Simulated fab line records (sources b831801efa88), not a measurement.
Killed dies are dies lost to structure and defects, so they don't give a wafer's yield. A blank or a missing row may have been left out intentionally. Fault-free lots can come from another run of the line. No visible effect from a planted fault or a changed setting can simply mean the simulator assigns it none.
fab line records	flow sky130
record lots=5	wafers=15	last_day=51
route steps=708 shown VIA1@466 PAD_OPEN@708
lots with no fault: from the same line, run without faults
start_h: hours from the record's first day to the start of the lot's first wafer shown	wait_h: time in hours since the lot's previous step	" identical to the entry in the row above	L1.1+2: one row covering several wafers at once	- no value, or no start given	* or withheld: withheld	< > ~ a bound
route shown NAME@n: names a module that has steps shown in the file, with the first one's number in the route	usual: mean and standard deviation over wafers with no fault	same: alike in all rows	chamber/n: place in a boat	sites: per-site readings	_std_site: the values' standard deviation	_edge_site: mean of outer sites minus mean of inner sites	radius_mm: how far each site lies from the wafer's centre	mask NAME#n: copy n	behind: tool/chamber where the wafer was last shaped	hold: the reason the lot was held/the length of the hold in hours/how it ended	device: transistor that didn't switch, given as n, p or np	end of line: the route-end tests of the same wafers	where a step has no rows: the recipe by itself	killed: not the wafer's yield, but the dies lost to structure and defects at the first sort	map: a wafer's dies, x killed, . not, _ none there
set.NAME: the run value of the setting; set.NAME@STEP: its run value at that earlier step	model.NAME: the simulator's own value behind a step, which no gauge read
a table for each step, a row for each wafer; lots at some steps of the route
services: from which hour (start_h, from the record's first day; less than 0 if before it) a tool's chamber was out of use, for how many hours, and why
## steps
# step SKY_VIA1_SOFTBAKE_08
# recipe temp_c=100	time_s=90	resist=KrF-thick
# step SKY_VIA1_EXPOSE_09
# recipe mask_id=VIM	na=0.8	source_shape=annular	sigma_inner=0.55	sigma_outer=0.85	target_cd_nm=150	dose_mj=38
# step SKY_VIA1_PEB_10
# recipe peb_temp_c=withheld	peb_time_s=withheld	resist=KrF-thick
# step SKY_VIA1_DEVELOP_11
# recipe develop_time_s=60	resist=KrF-thick	dev_temp_c=21
# step SKY_VIA1_CD_MEAS_12
# recipe target_cd_nm=150
# usual cd_nm=150.0/2
lot.wafer	tool	chamber	start_h	wait_h	cd_nm
L201.3	cd_sem-01	-	816.61	-	149.8
L201.4	"	-	"	"	150.2
L201.5	"	-	"	"	149.4
L202.1	cd_sem-02	-	827.02	-	149.5
L202.3	"	-	"	"	148.4
L202.6	"	-	"	"	150.0
L204.1	cd_sem-02	-	838.13	-	149.1
L204.2	"	-	"	"	148.5
L204.3	"	-	"	"	150.1
L222.3	cd_sem-02	-	969.07	-	152.4
L222.4	"	-	"	"	150.4
L222.5	"	-	"	"	150.6
L223.1	cd_sem-01	-	976.07	-	151.6
L223.4	"	-	"	"	153.1
L223.6	"	-	"	"	151.3
# step SKY_VIA1_OVL_MEAS_13
# usual VIA1_OVL=-4/6
lot.wafer	tool	chamber	start_h	wait_h	VIA1_OVL[nm]
L201.3	overlay-02	-	816.70	0.1	-10
L201.4	"	-	"	"	-14
L201.5	"	-	"	"	-12
L202.1	overlay-02	-	827.14	0.1	-12
L202.3	"	-	"	"	-13
L202.6	"	-	"	"	-8
L204.1	overlay-02	-	838.25	0.1	3
L204.2	"	-	"	"	-2
L204.3	"	-	"	"	2
L222.3	overlay-02	-	969.16	0.1	-5
L222.4	"	-	"	"	-5
L222.5	"	-	"	"	-7
L223.1	overlay-01	-	976.19	0.1	-2
L223.4	"	-	"	"	-1
L223.6	"	-	"	"	-15
# step SKY_VIA1_ETCH_14
# recipe chemistry=N2/H2	target=BARC	ion_energy_ev=200	source_w=500	bias_w=100	pressure_mtorr=30	n2_flow_sccm=100	h2_flow_sccm=200	stop_on=SiO2	time_s=45.9	target_depth_a=600
# usual drypump_motor_current_A=6.0/0.47	oes_product_au=0.854/0.0047	throttle_valve_pct=13.224/0.0093
# same time_s=45.9
lot.wafer	tool	chamber	start_h	wait_h	drypump_motor_current_A	oes_product_au	rf_hours_counter_h	throttle_valve_pct
L201.3	rie_diel-04	2	816.73	0.0	6.3	0.860	2	13.208
L201.4	"	0	"	"	5.9	0.860	12	13.227
L201.5	"	1	"	"	6.2	0.850	-	13.221
L202.1	rie_diel-01	2	827.17	0.0	5.7	0.850	7	13.225
L202.3	"	1	"	"	5.7	0.853	11	13.223
L202.6	"	3	"	"	5.4	0.854	-	13.238
L204.1	rie_diel-04	1	838.29	0.0	6.2	0.853	9	13.211
L204.2	"	3	"	"	6.4	0.851	8	13.204
L204.3	"	2	"	"	6.3	0.850	2	13.231
L222.3	rie_diel-04	0	969.19	0.0	5.9	0.853	15	13.226
L222.4	"	1	"	"	6.2	0.848	12	13.232
L222.5	"	1	"	"	6.2	0.855	-	13.209
L223.1	rie_diel-03	3	976.23	0.0	5.2	0.857	16	13.233
L223.4	"	2	"	"	6.7	0.857	26	13.217
L223.6	"	3	"	"	5.2	0.856	-	13.212
# step SKY_VIA1_ETCH_15
# recipe target=SiO2	chemistry=C4F8/O2/Ar	target_depth_nm=351	stop_on=TiN	mask_material=KrF-thick	source_w=1500	bias_w=1200	pressure_mtorr=40	c4f8_flow_sccm=withheld	O2_flow_sccm=6	Ar_flow_sccm=300	time_s=54
# usual oes_product_au=0.980/0.0056
# same time_s=54
lot.wafer	tool	chamber	start_h	wait_h	oes_product_au	rf_hours_counter_h
L201.3	rie_diel-04	2	816.77	0.0	0.973	2
L201.4	"	0	"	"	0.977	12
L201.5	"	1	"	"	0.982	-
L202.1	rie_diel-01	2	827.22	0.0	0.979	7
L202.3	"	1	"	"	0.984	11
L202.6	"	3	"	"	0.979	-
L204.1	rie_diel-04	1	838.33	0.0	0.986	9
L204.2	"	3	"	"	0.981	8
L204.3	"	2	"	"	0.988	2
L222.3	rie_diel-04	0	969.23	0.0	0.976	15
L222.4	"	1	"	"	0.987	12
L222.5	"	1	"	"	0.977	-
L223.1	rie_diel-03	3	976.27	0.0	0.973	16
L223.4	"	2	"	"	0.983	26
L223.6	"	3	"	"	0.968	-
# step SKY_VIA1_STRIP_16
# recipe chemistry=O2/N2	power_w=1400	pressure_mtorr=1500	platen_temp_c=withheld	o2_flow_sccm=3000	n2_flow_sccm=300	overash_fraction=0.5
# usual drypump_motor_current_A=5.6/0.35	oes_product_au=0.416/0.0047	strip_time_to_endpoint_s=4.463/0.019
lot.wafer	tool	chamber	start_h	wait_h	drypump_motor_current_A	oes_product_au	rf_hours_counter_h	strip_time_to_endpoint_s
L201.3	plasma_asher-04	1	816.85	0.1	5.3	0.410	-	4.459
L201.4	"	0	"	"	5.6	0.413	-	4.438
L201.5	"	0	"	"	5.7	0.414	-	4.461
L202.1	plasma_asher-01	0	827.26	0.0	5.5	0.417	39	4.432
L202.3	"	1	"	"	6.1	0.427	-	4.469
L202.6	"	0	"	"	5.5	0.415	-	4.447
L204.1	plasma_asher-04	0	838.38	0.0	5.6	0.420	9	4.452
L204.2	"	1	"	"	5.3	0.415	9	4.448
L204.3	"	0	"	"	5.6	0.421	-	4.419
L222.3	plasma_asher-02	1	969.31	0.1	4.9	0.415	-	4.466
L222.4	"	0	"	"	6.0	0.418	-	4.479
L222.5	"	1	"	"	5.0	0.425	-	4.463
L223.1	plasma_asher-02	0	976.32	0.0	6.0	0.419	82	4.457
L223.4	"	1	"	"	5.0	0.419	-	4.436
L223.6	"	1	"	"	4.9	0.405	-	4.431
# step SKY_VIA1_STRIP_17
# recipe chemistry=post_etch_residue_remover	time_s=1200	temp_c=72.5
# step SKY_VIA1_CLEAN_18
# recipe chemistry=IPA	time_s=180	temp_c=25
# step SKY_VIA1_CLEAN_19
# recipe chemistry=O3/DIW	dry=n2_spin
# step SKY_VIA1_SPUTTER_20
# recipe material=TiN	target_thk_nm=20	chamber_pressure_pa=5	power_w=4000	time_s=80
# usual chamber_pressure_pa=4.999/0.011	throttle_valve_pct=30.1/0.92
# same time_s=80
lot.wafer	tool	chamber	start_h	wait_h	chamber_pressure_pa	throttle_valve_pct	model.TiN_of_VIA1_SPUTTER_20.thk_nm
L201.3	pvd_sputter-03	-	817.42	0.0	5.010	30.2	20.4
L201.4	"	-	"	"	4.999	29.6	20.31
L201.5	"	-	"	"	4.980	29.6	20.32
L202.1	pvd_sputter-01	-	827.89	0.0	4.973	31.0	19.89
L202.3	"	-	"	"	4.995	31.2	19.78
L202.6	"	-	"	"	5.003	30.2	19.9
L204.1	pvd_sputter-04	-	839.03	0.0	4.998	31.1	20.18
L204.2	"	-	"	"	4.977	29.6	20.31
L204.3	"	-	"	"	4.985	31.2	20.26
L222.3	pvd_sputter-04	-	969.97	0.0	4.666	31.0	21.39
L222.4	"	-	"	"	5.013	29.9	20.12
L222.5	"	-	"	"	4.998	31.0	19.93
L223.1	pvd_sputter-03	-	977.05	0.0	4.985	28.7	19.98
L223.4	"	-	"	"	5.021	29.9	20.14
L223.6	"	-	"	"	4.986	31.2	19.98
# step SKY_VIA1_CVD_21
# recipe material=W	target_thk_nm=270	time_s=80.902	temp_c=400	pressure_torr=40
# usual heater_power_w=827/96
# same time_s=80.902
lot.wafer	tool	chamber	start_h	wait_h	heater_power_w
L201.3	cvd_w-02	1	817.51	0.1	722
L201.4	"	0	"	"	996
L201.5	"	0	"	"	946
L202.1	cvd_w-01	1	827.95	0.0	910
L202.3	"	0	"	"	757
L202.6	"	0	"	"	781
L204.1	cvd_w-01	1	839.09	0.0	897
L204.2	"	0	"	"	781
L204.3	"	0	"	"	773
L222.3	cvd_w-01	0	970.06	0.1	783
L222.4	"	1	"	"	895
L222.5	"	0	"	"	786
L223.1	cvd_w-01	0	977.11	0.0	764
L223.4	"	0	"	"	791
L223.6	"	0	"	"	787
# step SKY_PAD_OPEN_PROBE_99
# usual defect_limited_yield=82.5/2	killed_at_M0_to_M3=44/6.9	killed_at_M4_up=3.1/1.7	killed_at_contacts=25/5.6	killed_at_front_end=14/4.3	killed_at_other=0.3/0.51	killed_dies=86/9.8	killed_open=47/6.5	killed_short=39/6.6	sort_bin_3_pad_short=0.8/0.46	sort_bin_5_function=10.3/1.5	sort_bin_6_memory=6.4/1	sort_n_pass=406/9.8	sort_yield_pct=82.5/2
# same gross_dies=492	killed_at_back_side=0	sort_bin_4_leakage[%]=0	sort_bin_8_speed[%]=0
lot.wafer	tool	chamber	start_h	wait_h	defect_limited_yield[%]	killed_at_M0_to_M3	killed_at_M4_up	killed_at_contacts	killed_at_front_end	killed_at_other	killed_dies	killed_open	killed_short	sort_bin_3_pad_short[%]	sort_bin_5_function[%]	sort_bin_6_memory[%]	sort_n_pass	sort_yield_pct[%]
L201.3	prober-01	-	1102.97	0.2	79.1	44	9	32	18	0	103	56	47	1.4	12.2	7.3	389	79.1
L201.4	prober-01	-	1103.02	0.2	81.3	51	3	27	11	0	92	46	46	0.6	11.0	7.1	400	81.3
L201.5	prober-01	-	1103.07	0.2	81.7	41	2	33	14	0	90	46	44	1.0	10.0	7.3	402	81.7
L204.1	prober-01	-	1116.51	0.1	79.1	52	4	28	19	0	103	61	42	1.0	12.4	7.5	389	79.1
L204.2	prober-01	-	1116.56	0.1	78.0	64	1	26	17	0	108	67	41	1.0	14.2	6.7	384	78.0
L204.3	prober-01	-	1116.61	0.2	83.3	45	2	23	12	0	82	45	37	0.6	11.2	4.9	410	83.3
L223.1	prober-02	-	1214.53	0.1	78.7	51	3	31	20	0	105	56	49	0.8	13.2	7.3	387	78.7
L223.4	prober-02	-	1214.68	0.2	77.0	47	4	47	15	0	113	64	49	0.8	12.8	9.3	379	77.0
L223.6	prober-02	-	1214.78	0.2	82.7	45	1	26	12	1	85	46	39	0.2	8.1	8.9	407	82.7
# killed by level:class
L201.3 CONTACT:geometric_particle:open=12 VIA1:geometric_particle:open=12 VIA3:geometric_particle:open=10 FIELD_ISO:geometric_particle:short=7 LI_CONTACT:geometric_particle:open=7 CONTACT:geometric_particle:short=7 POLY_GATE:geometric_particle:short=6 METAL4:geometric_particle:short=6
L201.4 CONTACT:geometric_particle:open=11 VIA1:geometric_particle:open=10 VIA2:geometric_particle:open=8 METAL2:geometric_particle:short=7 FIELD_ISO:geometric_particle:short=6 VIA2:geometric_particle:short=5 VIA3:geometric_particle:open=5 LI_CONTACT:geometric_particle:short=4
L201.5 CONTACT:geometric_particle:open=15 METAL1:geometric_particle:short=9 VIA1:geometric_particle:open=8 CONTACT:geometric_particle:short=6 VIA1:geometric_particle:short=6 FIELD_ISO:geometric_particle:open=5 LOCAL_INTERCONNECT:geometric_particle:short=5 VIA2:geometric_particle:open=5
L204.1 VIA1:geometric_particle:open=19 VIA2:geometric_particle:open=9 CONTACT:geometric_particle:open=8 LI_CONTACT:geometric_particle:open=8 CONTACT:geometric_particle:short=7 POLY_GATE:geometric_particle:open=6 METAL2:geometric_particle:short=6 METAL1:geometric_particle:short=5
L204.2 VIA1:geometric_particle:open=15 VIA3:geometric_particle:open=13 CONTACT:geometric_particle:open=9 VIA1:geometric_particle:short=8 VIA2:geometric_particle:open=8 LI_CONTACT:geometric_particle:open=7 METAL2:geometric_particle:short=7 FIELD_ISO:geometric_particle:open=6
L204.3 CONTACT:geometric_particle:open=9 VIA2:geometric_particle:open=9 VIA1:geometric_particle:open=9 FIELD_ISO:geometric_particle:short=6 METAL2:geometric_particle:short=6 VIA3:geometric_particle:open=6 LOCAL_INTERCONNECT:geometric_particle:short=5 CONTACT:geometric_particle:short=5
L223.1 VIA3:geometric_particle:open=15 CONTACT:geometric_particle:open=9 METAL1:geometric_particle:short=8 LI_CONTACT:geometric_particle:open=8 FIELD_ISO:geometric_particle:short=7 CONTACT:geometric_particle:short=7 VIA1:geometric_particle:open=7 METAL2:geometric_particle:short=5
L223.4 VIA1:geometric_particle:open=15 CONTACT:geometric_particle:open=14 LOCAL_INTERCONNECT:geometric_particle:short=11 LI_CONTACT:geometric_particle:open=10 FIELD_ISO:geometric_particle:open=8 VIA3:geometric_particle:open=8 CONTACT:geometric_particle:short=6 LI_CONTACT:geometric_particle:short=5
L223.6 METAL1:geometric_particle:short=12 LI_CONTACT:geometric_particle:open=11 VIA1:geometric_particle:open=10 CONTACT:geometric_particle:open=8 VIA3:geometric_particle:open=8 FIELD_ISO:geometric_particle:short=7 CONTACT:geometric_particle:short=5 FIELD_ISO:geometric_particle:open=4
## services
tool	chamber	start_h	hours	kind
rie_diel-03	3	797.58	7.2	repair
pvd_sputter-04	-	799.87	8.3	repair
rie_diel-01	0	800.62	8.4	repair
rie_diel-03	0	804.76	5.7	repair
cvd_w-02	0	815.95	1.4	repair
rie_diel-01	0	818.89	15.4	repair
rie_diel-04	-	839.73	15.6	pm
cvd_w-02	-	847.14	2.8	pm
rie_diel-03	-	867.03	2.8	pm
rie_diel-04	0	873.22	8.3	repair
plasma_asher-02	-	875.73	13.8	pm
cvd_w-02	-	881.41	0.8	repair
rie_diel-01	-	907.35	0.4	repair
rie_diel-04	1	908.99	4.2	repair
cvd_w-01	1	914.92	19.2	repair
rie_diel-03	1	935.25	2.1	repair
rie_diel-01	2	935.92	7.5	repair
rie_diel-04	3	938.93	5.9	repair
cvd_w-01	1	939.71	7.8	repair
rie_diel-01	-	943.59	2.8	pm
rie_diel-03	-	951.78	1.5	repair
pvd_sputter-04	-	955.88	0.6	repair
rie_diel-01	3	975.08	7.2	repair
rie_diel-01	1	975.52	1.7	repair
## key
first_sign step=SKY_VIA1_SPUTTER_20	reading=chamber_pressure_pa	direction=down	sigmas=31	usual=4.999	struck=4.666
effect none on later readings
model_effect step=SKY_VIA1_SPUTTER_20	value=TiN_of_VIA1_SPUTTER_20.thk_nm	without=20.08	struck=21.39
met_at SKY_VIA1_SPUTTER_20
struck_wafers L222.3
onset_between 839.03 969.97
fault kind=process_parameter_drift	tool=pvd_sputter-04	chamber=-	onset_h=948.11	steps=SKY_VIA1_SPUTTER_20	channel=chamber_pressure_pa	offset=-0.34089	shape=step	end_h=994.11	acts_in=these_recipes_only	stated=5	scope=struck_wafers_only
